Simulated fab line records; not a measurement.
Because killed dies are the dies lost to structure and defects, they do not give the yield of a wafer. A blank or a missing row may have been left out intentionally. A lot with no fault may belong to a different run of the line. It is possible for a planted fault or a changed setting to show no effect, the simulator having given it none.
fab line records ; flow sfqLine
record: lots: 14; wafers: 42; lastDay: 97
route steps=325 shown A5B@210 I5@235 M7@290
lots that met no fault: taken from a fault-free run of the same line
startH: hours from the record's opening day to when the first of the lot's shown wafers began ; waitH: how many hours have passed since the lot's step before this one ; " as in the row above ; L1.1+2: one row covering several wafers at once ; - value missing, or start not given ; * or withheld: withheld ; < > ~ a bound
route shown NAME@n: names a module that has steps shown in the file, with the first one's number in the route ; usual: mean/standard deviation taken from wafers without a fault ; same: alike in all rows ; chamber/n: place in a boat ; sites: the reading at each site ; _std_site: their standard deviation ; _edge_site: inner sites' mean taken away from outer sites' mean ; radiusMm: for every site, how far away it sits from the centre of the wafer ; mask NAME#n: copy n ; behind: the tool/chamber that last shaped the wafer ; hold: cause of the lot's hold/its duration in hours/its outcome ; device: which transistor (n, p or np) failed to switch ; end of line: at the end of the route, the tests of the same wafers ; a step given without rows: its recipe and nothing more ; killed: the dies lost at the first sort to structure and to defects; this is not the yield of the wafer ; map: the dies of a wafer, with x for killed, . for not killed, _ for no die there
set.NAME: setting as actually run; set.NAME@STEP: the setting as run at that earlier step ; model.NAME: the simulator's own value behind a step, which no gauge read
the route's steps for a sample of lots (tables are steps, rows are wafers)
services: when a tool's chamber went out of use (startH, in hours from the record's first day, below 0 if earlier), for how many hours, and the reason
== steps ==
step: SFQ_TRILAYER_A5B_CMP_CMP_130
recipe: stopOn: Nb; downForcePsi: 3; platenRpm: 60; targetThkNm: 340.7
usual: edgeZonePressureFrac: 1.000/0.0046; motorCurrentA: 10.5/1.2
lot.wafer;tool;chamber;startH;waitH;edgeZonePressureFrac;motorCurrentA
L204.1;cmp-01;3;1683.41;9.4;1.005;9.1
L204.2;cmp-01;0;1683.41;9.4;0.998;10.1
L204.5;cmp-01;2;1684.91;10.8;0.998;11.6
L209.3;cmp-01;3;1703.41;7.8;1.002;10.1
L209.1;cmp-01;0;1703.41;7.8;0.999;10.0
L209.6;cmp-01;3;1705.41;9.7;1.002;10.1
L210.4;cmp-02;3;1733.50;0.5;1.000;12.5
L210.3;cmp-02;0;1733.50;0.5;1.003;9.2
L210.6;cmp-02;2;1735.00;2.0;1.002;10.5
L211.4;cmp-02;0;1740.23;1.2;1.003;8.5
L211.3;cmp-02;2;1741.31;2.3;0.999;9.8
L211.5;cmp-02;0;1742.39;3.4;1.006;8.9
L213.3;cmp-01;0;1760.41;4.7;0.987;9.8
L213.6;cmp-01;3;1761.91;6.1;1.005;9.3
L213.5;cmp-01;0;1761.91;6.1;0.987;9.9
L214.4;cmp-02;0;1777.47;13.3;0.996;9.0
L214.3;cmp-02;2;1778.47;14.3;1.012;10.4
L214.5;cmp-02;1;1779.97;15.8;0.995;10.7
L216.3;cmp-01;1;1781.46;7.7;1.000;10.8
L216.4;cmp-01;2;1781.46;7.7;1.008;11.8
L216.5;cmp-01;1;1783.46;9.6;1.003;9.7
L217.1;cmp-01;3;1816.02;0.5;0.998;9.9
L217.3;cmp-01;0;1816.02;0.5;1.002;10.2
L217.6;cmp-01;2;1817.52;2.0;1.005;12.4
L220.4;cmp-01;0;1821.52;0.0;1.002;9.4
L220.3;cmp-01;3;1823.02;1.5;1.000;9.7
L220.5;cmp-01;1;1824.02;2.5;0.988;11.0
L222.2;cmp-01;2;1830.22;1.5;1.006;11.7
L222.6;cmp-01;3;1830.22;1.5;1.001;9.8
L222.5;cmp-01;0;1830.22;1.5;1.006;10.1
L223.4;cmp-02;0;1830.92;1.0;0.999;9.3
L223.3;cmp-02;1;1830.92;1.0;0.994;10.7
L223.5;cmp-02;2;1830.92;1.0;0.993;10.0
L224.3;cmp-01;0;1834.20;0.5;1.003;10.1
L224.4;cmp-01;1;1834.20;0.5;1.005;10.8
L224.2;cmp-01;2;1834.20;0.5;1.001;12.5
L225.1;cmp-02;3;1834.72;0.0;1.003;12.3
L225.6;cmp-02;3;1836.72;2.0;1.000;13.2
L225.5;cmp-02;0;1836.72;2.0;0.998;9.1
L226.4;cmp-02;3;1837.72;1.6;0.993;12.0
L226.1;cmp-02;1;1838.72;2.7;1.011;10.3
L226.6;cmp-02;3;1839.72;3.6;1.003;12.1
step: SFQ_I5_OVL_MEAS_936
usual: I5_OVL: 2/5.2
lot.wafer;tool;chamber;startH;waitH;I5_OVL[nm]
L204.1;overlay-01;-;1815.44;0.1;-12
L204.2;overlay-01;-;1815.44;0.1;-12
L204.5;overlay-01;-;1815.44;0.1;-5
L209.1;overlay-02;-;1841.16;0.1;4
L209.3;overlay-02;-;1841.16;0.1;5
L209.6;overlay-02;-;1841.16;0.1;4
L210.3;overlay-01;-;1859.48;0.1;-4
L210.4;overlay-01;-;1859.48;0.1;-7
L210.6;overlay-01;-;1859.48;0.1;-6
L211.3;overlay-01;-;1863.93;0.1;3
L211.4;overlay-01;-;1863.93;0.1;2
L211.5;overlay-01;-;1863.93;0.1;3
L213.3;overlay-02;-;1881.93;0.1;9
L213.5;overlay-02;-;1881.93;0.1;6
L213.6;overlay-02;-;1881.93;0.1;7
L214.3;overlay-01;-;1892.73;0.1;1
L214.4;overlay-01;-;1892.73;0.1;3
L214.5;overlay-01;-;1892.73;0.1;3
L216.3;overlay-02;-;1897.18;0.1;10
L216.4;overlay-02;-;1897.18;0.1;3
L216.5;overlay-02;-;1897.18;0.1;4
L217.1;overlay-01;-;1923.28;0.1;3
L217.3;overlay-01;-;1923.28;0.1;4
L217.6;overlay-01;-;1923.28;0.1;8
L220.3;overlay-01;-;1933.53;0.1;0
L220.4;overlay-01;-;1933.53;0.1;6
L220.5;overlay-01;-;1933.53;0.1;3
L222.2;overlay-01;-;1940.73;0.1;-2
L222.5;overlay-01;-;1940.73;0.1;9
L222.6;overlay-01;-;1940.73;0.1;-1
L223.3;overlay-01;-;1943.13;0.1;1
L223.4;overlay-01;-;1943.13;0.1;0
L223.5;overlay-01;-;1943.13;0.1;-2
L224.2;overlay-01;-;1944.33;0.1;4
L224.3;overlay-01;-;1944.33;0.1;-1
L224.4;overlay-01;-;1944.33;0.1;6
L225.1;overlay-01;-;1946.72;0.1;-3
L225.5;overlay-01;-;1946.72;0.1;-3
L225.6;overlay-01;-;1946.72;0.1;-5
L226.1;overlay-01;-;2038.79;0.1;1
L226.4;overlay-01;-;2038.79;0.1;-2
L226.6;overlay-01;-;2038.79;0.1;-1
step: SFQ_TRILAYER_I5_ETCH_VIA_ETCH_147
recipe: stopOn: Nb; maskMaterial: PR; chemistry: CHF3; targetDepthNm: 360; sourceW: 500; biasW: 80; pressureMtorr: 30; timeS: withheld
usual: drypumpMotorCurrentA: 5.9/0.52; oesProductAu: 0.990/0.0054
lot.wafer;tool;chamber;startH;waitH;drypumpMotorCurrentA;oesProductAu
L204.1;rieDiel-03;3;1815.51;0.0;4.8;0.991
L204.2;rieDiel-03;0;1815.51;0.0;5.7;0.987
L204.5;rieDiel-03;2;1815.51;0.0;6.4;0.987
L209.1;rieDiel-01;2;1841.23;0.0;5.6;0.991
L209.3;rieDiel-01;1;1841.23;0.0;6.2;0.986
L209.6;rieDiel-01;0;1841.23;0.0;6.3;0.988
L210.3;rieDiel-02;0;1859.54;0.0;6.0;0.989
L210.4;rieDiel-02;1;1859.54;0.0;6.7;0.989
L210.6;rieDiel-02;0;1859.54;0.0;6.0;0.994
L211.3;rieDiel-02;3;1863.99;0.0;5.3;0.998
L211.4;rieDiel-02;0;1863.99;0.0;6.0;0.988
L211.5;rieDiel-02;0;1863.99;0.0;6.0;0.993
L213.3;rieDiel-02;3;1882.00;0.0;5.3;0.991
L213.5;rieDiel-02;3;1882.00;0.0;5.3;0.993
L213.6;rieDiel-02;0;1882.00;0.0;6.0;0.981
L214.3;rieDiel-03;1;1892.80;0.0;6.3;0.992
L214.4;rieDiel-03;2;1892.80;0.0;6.4;1.000
L214.5;rieDiel-03;2;1892.80;0.0;6.4;0.986
L216.3;rieDiel-03;0;1897.25;0.0;5.6;0.991
L216.4;rieDiel-03;2;1897.25;0.0;6.4;0.988
L216.5;rieDiel-03;3;1897.25;0.0;4.8;0.987
L217.1;rieDiel-02;0;1923.35;0.0;6.0;0.987
L217.3;rieDiel-02;1;1923.35;0.0;6.6;0.988
L217.6;rieDiel-02;2;1923.35;0.0;5.7;0.989
L220.3;rieDiel-03;1;1933.60;0.0;6.3;0.984
L220.4;rieDiel-03;2;1933.60;0.0;6.4;0.992
L220.5;rieDiel-03;2;1933.60;0.0;6.4;0.993
L222.2;rieDiel-02;1;1940.80;0.0;6.6;0.983
L222.5;rieDiel-02;1;1940.80;0.0;6.7;0.994
L222.6;rieDiel-02;2;1940.80;0.0;5.8;0.990
L223.3;rieDiel-03;2;1943.20;0.0;6.4;0.981
L223.4;rieDiel-03;0;1943.20;0.0;5.7;0.983
L223.5;rieDiel-03;3;1943.20;0.0;4.8;0.993
L224.2;rieDiel-02;3;1944.40;0.0;5.3;0.994
L224.3;rieDiel-02;0;1944.40;0.0;6.0;0.988
L224.4;rieDiel-02;1;1944.40;0.0;6.6;0.976
L225.1;rieDiel-03;1;1946.80;0.0;6.3;0.991
L225.5;rieDiel-03;1;1946.80;0.0;6.3;0.997
L225.6;rieDiel-03;2;1946.80;0.0;6.4;0.996
L226.1;rieDiel-02;3;2038.86;0.0;5.3;0.989
L226.4;rieDiel-02;2;2038.86;0.0;5.7;0.992
L226.6;rieDiel-02;2;2038.86;0.0;5.7;0.984
step: SFQ_TRILAYER_M7_LITHO_DEVELOP_179
recipe: timeS: 60; resist: KrF
usual: chillPlateTempC: 22.99/0.11; exhaustPa: 45.0/0.85
lot.wafer;tool;chamber;startH;waitH;chillPlateTempC;exhaustPa
L204.1;lithoTrack-03;0;1957.37;0.1;22.93;43.7
L204.2;lithoTrack-03;0;1957.37;0.1;23.08;44.2
L204.5;lithoTrack-03;0;1957.37;0.1;23.20;42.9
L209.1;lithoTrack-01;0;1983.31;0.1;23.01;45.6
L209.3;lithoTrack-01;0;1983.31;0.1;22.81;45.7
L209.6;lithoTrack-01;0;1983.31;0.1;22.78;45.8
L210.3;lithoTrack-02;0;1991.76;0.1;22.95;44.6
L210.4;lithoTrack-02;0;1991.76;0.1;22.88;45.6
L210.6;lithoTrack-02;0;1991.76;0.1;22.90;45.6
L211.3;lithoTrack-01;0;1994.16;0.1;22.89;44.8
L211.4;lithoTrack-01;0;1994.16;0.1;23.06;44.3
L211.5;lithoTrack-01;0;1994.16;0.1;23.03;44.1
L213.3;lithoTrack-01;0;2007.36;0.1;23.12;44.4
L213.5;lithoTrack-01;0;2007.36;0.1;23.01;45.4
L213.6;lithoTrack-01;0;2007.36;0.1;22.96;44.7
L214.3;lithoTrack-03;0;2014.69;0.1;22.79;45.0
L214.4;lithoTrack-03;0;2014.69;0.1;22.97;44.4
L214.5;lithoTrack-03;0;2014.69;0.1;22.80;42.5
L216.3;lithoTrack-02;0;2021.89;0.1;22.83;46.8
L216.4;lithoTrack-02;0;2021.89;0.1;22.86;46.0
L216.5;lithoTrack-02;0;2021.89;0.1;22.86;46.0
L217.1;lithoTrack-03;0;2056.64;0.1;23.11;44.3
L217.3;lithoTrack-03;0;2056.64;0.1;22.99;44.4
L217.6;lithoTrack-03;0;2056.64;0.1;23.06;46.0
L220.3;lithoTrack-03;0;2073.49;0.1;23.00;44.5
L220.4;lithoTrack-03;0;2073.49;0.1;23.01;45.7
L220.5;lithoTrack-03;0;2073.49;0.1;23.02;45.0
L222.2;lithoTrack-03;-;2076.61;0.1;-;-
L222.5;lithoTrack-03;-;2076.61;0.1;-;-
L222.6;lithoTrack-03;-;2076.61;0.1;-;-
L223.3;lithoTrack-03;-;2120.08;0.1;-;-
L223.4;lithoTrack-03;-;2120.08;0.1;-;-
L223.5;lithoTrack-03;-;2120.08;0.1;-;-
L224.2;lithoTrack-03;0;2146.49;0.1;23.15;44.5
L224.3;lithoTrack-03;0;2146.49;0.1;23.05;46.0
L224.4;lithoTrack-03;0;2146.49;0.1;23.01;45.3
L225.1;lithoTrack-03;0;2147.67;0.1;22.89;44.4
L225.5;lithoTrack-03;0;2147.67;0.1;23.06;45.0
L225.6;lithoTrack-03;0;2147.67;0.1;22.97;46.1
L226.1;lithoTrack-01;0;2150.19;0.1;22.95;45.8
L226.4;lithoTrack-01;0;2150.19;0.1;22.94;44.6
L226.6;lithoTrack-01;0;2150.19;0.1;22.98;45.9
== services ==
tool;chamber;startH;hours;kind
rieDiel-02;1;1674.25;17.0;repair
cmp-02;-;1696.84;2.1;repair
rieDiel-02;1;1720.25;2.9;repair
rieDiel-02;3;1737.06;4.9;repair
cmp-02;-;1738.86;0.2;repair
rieDiel-02;1;1751.31;3.2;repair
cmp-01;-;1752.64;0.6;repair
cmp-01;-;1762.91;5.1;pm
cmp-01;-;1770.02;7.9;repair
cmp-01;-;1795.46;0.6;repair
cmp-01;-;1801.36;0.6;repair
rieDiel-02;1;1818.17;6.5;repair
rieDiel-02;-;1818.20;0.2;repair
rieDiel-02;1;1874.69;7.4;repair
rieDiel-02;3;1895.38;3.5;repair
rieDiel-02;-;1937.91;0.4;repair
cmp-01;-;1938.88;4.0;pm
cmp-01;-;1945.30;1.0;repair
rieDiel-02;1;1985.13;4.1;repair
cmp-01;-;2081.54;0.9;repair
rieDiel-02;-;2101.46;14.6;pm
rieDiel-02;3;2118.10;5.5;repair
cmp-01;-;2129.10;6.5;pm
rieDiel-02;-;2146.59;1.0;repair
== key ==
firstSign: step: SFQ_TRILAYER_M7_LITHO_DEVELOP_179; reading: toolRecord; direction: missing
effect none on later readings
metAt SFQ_TRILAYER_M7_LITHO_DEVELOP_179
struckLots L222,L223
notActingAt SFQ_TRILAYER_A5B_CMP_CMP_130,SFQ_I5_OVL_MEAS_936,SFQ_TRILAYER_I5_ETCH_VIA_ETCH_147
onsetBetween 2073.49 2076.61
fault: kind: skippedStepWhole; tool: lithoTrack-03; chamber: -; onsetH: 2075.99; steps: SFQ_TRILAYER_M7_LITHO_DEVELOP_179; scope: struckLotsOnly
